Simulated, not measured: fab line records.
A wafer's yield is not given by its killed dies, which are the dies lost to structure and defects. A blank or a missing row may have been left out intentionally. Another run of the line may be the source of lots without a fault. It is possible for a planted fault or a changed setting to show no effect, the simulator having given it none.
8D (eight disciplines) problem report, filled in by code ; flow gf180mcu ; the parts of the form that need people (team, actions taken, sign-off) are left out

1. WHAT WENT WRONG
Across 6 wafers from 2 lots, LVPWELL_TW at GF_LVPWELL_TW_MEAS_11 averages 575, while fault-free wafers read 560 with a standard deviation of 3. That is +4.9 standard deviations from the usual mean.
Earliest sighting: wafer L132.3 on film_metro-03 at day 6 09:08. The record holds 39 wafers of 13 lots with a number at this step. Rule for "out" (also "out of limits"): further than 4 standard deviations from the usual mean. The rest of the wafers with a number are treated as sound.

2. WHAT THIS IS AND IS NOT
question;is;is not
which readings at this step;LVPWELL_TW;-
which lots;L132, L133;L121, L122, L123, L124, L128, L131, L137, L138, L139, L141, L144
which wafers of those lots;all that have a number;-
read on which gauges;film_metro-01, film_metro-03;film_metro-02
when;from day 6 09:08;"up to then (18 sound wafers); but 15 sound wafers of L137, L138, L139, L141, L144 came after"

3. WHAT RULES OUT EACH SUSPECT
Counting: any tool at a process step up to the reading is kept as a suspect provided that every lot that is out went through it and no sound lot did after the first of them.
- the gauge at GF_LVPWELL_TW_MEAS_11 has been ruled out. 2 gauges (film_metro-01, film_metro-03) read the wafers that are out.
- implanter-01 at GF_LVPWELL_IMPLANT_08: kept. It processed each lot that is out, first L132 at day 6 08:46, and no sound lot thereafter; up to then, the last sound lot it processed was L124 at day 4 13:23. Its own readings are out on those wafers: dose_ions_cm2.
Left after counting: implanter-01 at GF_LVPWELL_IMPLANT_08.

4. THE CAUSE (what the simulator had put in)
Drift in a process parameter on implanter-01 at GF_LVPWELL_IMPLANT_08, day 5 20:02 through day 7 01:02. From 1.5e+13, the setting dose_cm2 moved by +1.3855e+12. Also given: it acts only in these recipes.
Counting left only this tool.

5. SEQUENCE OF EFFECTS, ordered by route
Each row: a reading where the mean over the struck wafers with a number is more than 3 standard deviations away from the usual. Only readings for which the record gives a usual standard deviation are gone through. hours: the time from each lot's start at the first step in this table that gives one to its start at this step, as a median over the lots. sigmas: the change in usual standard deviations.
hours;step;reading;usual;on struck wafers;change;sigmas
0;GF_LVPWELL_IMPLANT_08;dose_ions_cm2;1.4998e+13;1.6393e+13;+1.3947e+12;+77
0;GF_LVPWELL_IMPLANT_08;faraday_current_uA;84.6;92.8;+8.2;+4.8
0;GF_LVPWELL_TW_MEAS_11;LVPWELL_TW;560;575;+15;+4.9
101;GF_VT_IMPLANT_RS_MEAS_48;LVPWELL_RS;1197.9 ohm/sq;1142.8;-55.1;-19
Its process steps:
- GF_LVPWELL_IMPLANT_08
At these later measuring or inspecting steps, every struck wafer for which the step has a row has a number for every such reading, and none has moved that far: GF_VT_IMPLANT_RS_MEAS_46, GF_DUAL_GATE_OVL_MEAS_11.

6. WHAT WOULD HAVE CAUGHT IT SOONER
The first out-of-limits reading at a measuring or inspecting step in this record came at day 6 09:08, 13 hours after the fault's start at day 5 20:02.
The tool's own readings at GF_LVPWELL_IMPLANT_08 were out on every struck wafer that the step has a row for (dose_ions_cm2): an alarm limit on them would have fired on the first of those.
L133, from the lots that are out (2), started GF_LVPWELL_IMPLANT_08 on implanter-01 later than day 6 09:08. A tool hold placed at that time would have kept it from harm.
